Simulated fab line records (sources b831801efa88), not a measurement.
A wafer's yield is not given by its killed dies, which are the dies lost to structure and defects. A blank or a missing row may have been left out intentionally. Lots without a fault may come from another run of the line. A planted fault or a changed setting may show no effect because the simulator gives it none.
Which tool did it? | flow gf180mcu | Sampling: 11 lots, 33 wafers, 4 of 602 route steps

WHAT THE GAUGES SHOWED, per wafer
GF_M1_RS_MEAS_05: measures by four-point-probe. Usual: M1_ALCU_RS gives 0.0698 ohm/sq (standard deviation 0.00095).
lot  | measured     | on           | M1_ALCU_RS (ohm/sq)  | flag
L955 | day 16 02:25 | filmMetro-02 | 0.0699 0.0711 0.0698 | 
L956 | day 16 05:53 | filmMetro-03 | 0.0714 0.0709 0.0685 | 
L957 | day 16 23:50 | filmMetro-02 | 0.0689 0.0703 0.0697 | 
L958 | day 17 15:31 | filmMetro-03 | 0.0701 0.0692 0.0693 | 
L964 | day 19 15:38 | filmMetro-03 | 0.0647 0.0647 0.0641 | OFF
L968 | day 20 21:56 | filmMetro-01 | 0.0649 0.0637 0.0640 | OFF
L969 | day 21 13:44 | filmMetro-01 | 0.0709 0.0701 0.0690 | 
L970 | day 21 22:43 | filmMetro-01 | 0.0686 0.0681 0.0685 | 
L975 | day 23 07:41 | filmMetro-03 | 0.0707 0.0704 0.0700 | 
L977 | day 24 01:39 | filmMetro-01 | 0.0695 0.0694 0.0695 | 
L978 | day 24 16:05 | filmMetro-01 | 0.0691 0.0696 0.0689 | 

GF_M1_THK_MEAS_06: measures by xrf. Usual: M1_ALCU_THK gives 438 nm (standard deviation 6.3).
lot  | measured     | on           | M1_ALCU_THK (nm) | flag
L955 | day 16 02:31 | filmMetro-02 | 433 428 435      | 
L956 | day 16 05:59 | filmMetro-03 | 432 437 452      | 
L957 | day 16 23:57 | filmMetro-02 | 438 433 433      | 
L958 | day 17 15:37 | filmMetro-03 | 437 443 443      | 
L964 | day 19 15:45 | filmMetro-03 | 472 473 476      | OFF
L968 | day 20 22:02 | filmMetro-01 | 472 481 477      | OFF
L969 | day 21 13:50 | filmMetro-01 | 432 438 444      | 
L970 | day 21 22:50 | filmMetro-01 | 446 447 445      | 
L975 | day 23 07:47 | filmMetro-03 | 433 437 438      | 
L977 | day 24 01:46 | filmMetro-01 | 438 441 442      | 
L978 | day 24 16:12 | filmMetro-01 | 438 439 442      | 

GF_V2_OVL_MEAS_15. Usual: V2_OVL gives 1 nm (standard deviation 4.3).
lot  | measured     | on         | V2_OVL (nm) | flag
L955 | day 20 03:35 | overlay-02 | 0 -2 -2     | 
L956 | day 20 06:41 | overlay-01 | 0 1 -1      | 
L957 | day 21 03:10 | overlay-02 | 0 4 1       | 
L958 | day 21 19:32 | overlay-01 | 4 7 2       | 
L964 | day 23 18:59 | overlay-01 | 3 -5 5      | 
L968 | day 24 23:09 | overlay-01 | 3 7 -2      | 
L969 | day 25 15:20 | overlay-02 | 3 8 4       | 
L970 | day 25 21:04 | overlay-01 | 1 0 2       | 
L975 | day 27 01:13 | overlay-02 | -5 1 1      | 
L977 | day 27 18:28 | overlay-01 | 2 3 6       | 
L978 | day 28 05:05 | overlay-02 | 0 9 5       | 

WHICH TOOL RAN EACH LOT (tool, then ch and the chambers of the sampled wafers, then the start)
lot  | GF_M1_SPUTTER_02
L955 | pvdSputter-04, day 16 02:17
L956 | pvdSputter-02, day 16 05:46
L957 | pvdSputter-01, day 16 23:44
L958 | pvdSputter-01, day 17 15:24
L964 | pvdSputter-01, day 19 15:32
L968 | pvdSputter-01, day 20 21:48
L969 | pvdSputter-04, day 21 13:37
L970 | pvdSputter-04, day 21 22:37
L975 | pvdSputter-02, day 23 07:34
L977 | pvdSputter-02, day 24 01:34
L978 | pvdSputter-02, day 24 15:59
- GF_M1_SPUTTER_02: material AlCu, target thk 450 nm, time 23.9 s.

AS READ BY THE TOOLS THEMSELVES (means over the sampled wafers that have a number; for cases with no such wafer, the mark the record gives instead)
GF_M1_SPUTTER_02. Usual: cathodeDcPowerW 10600 W, standard deviation 2; throttleValvePct 29.7 %, standard deviation 0.71.
lot  | tool          | cathodeDcPowerW (W) | throttleValvePct (%) | flag
L955 | pvdSputter-04 | 10601               | 28.7                 | 
L956 | pvdSputter-02 | 10599               | 29.6                 | 
L957 | pvdSputter-01 | 10599               | 29.8                 | 
L958 | pvdSputter-01 | 10599               | 29.7                 | 
L964 | pvdSputter-01 | 11560               | 30.0                 | OFF
L968 | pvdSputter-01 | 11561               | 29.4                 | OFF
L969 | pvdSputter-04 | 10601               | 30.1                 | 
L970 | pvdSputter-04 | 10601               | 30.3                 | 
L975 | pvdSputter-02 | 10601               | 30.0                 | 
L977 | pvdSputter-02 | 10598               | 29.7                 | 
L978 | pvdSputter-02 | 10601               | 29.7                 | 

THE ANSWER, worked out from the rows above alone
Rule: a lot counts as off when the mean over its wafers that have a number is more than 3 standard deviations away from the usual mean. Also off: a lot with no number at a reading for which 4 or more lots have one. Any other lot the step has rows for is counted as sound. The gauges are gone through in route order, then the tools' own readings, and for those a lot's mean is taken as printed above. At the first step where some lot is off, the reading lying furthest off is the one used; lots without a number count as furthest.
Off: at GF_M1_RS_MEAS_05 (M1_ALCU_RS), L964, L968.
If a tool, at a process step before that reading, ran all the lots that are off and no sound lot after the first of them, it fits. Not tried: the gauges at GF_M1_RS_MEAS_05; whatever is off there is also off at GF_M1_SPUTTER_02, on other tools, and gauge error can't account for it. One candidate fits, namely pvdSputter-01 at GF_M1_SPUTTER_02. Its last sound lot is L958 (day 17 15:24), its first lot that is off L964 (day 19 15:32): a fault that began between those two fits.
On the lots that are off, the tool's own readings at GF_M1_SPUTTER_02 differ by more than 5 times the standard deviation of the sound lots' means, which bears it out; cathodeDcPowerW reads 11560 W there versus 10600 W on the sound lots.

WHAT HAD BEEN PUT IN BY THE SIMULATOR
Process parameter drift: pvdSputter-01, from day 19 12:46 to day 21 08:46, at GF_M1_SPUTTER_02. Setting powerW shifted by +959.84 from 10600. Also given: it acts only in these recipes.
Struck lots among those shown: L964, L968. The rule above found the same.
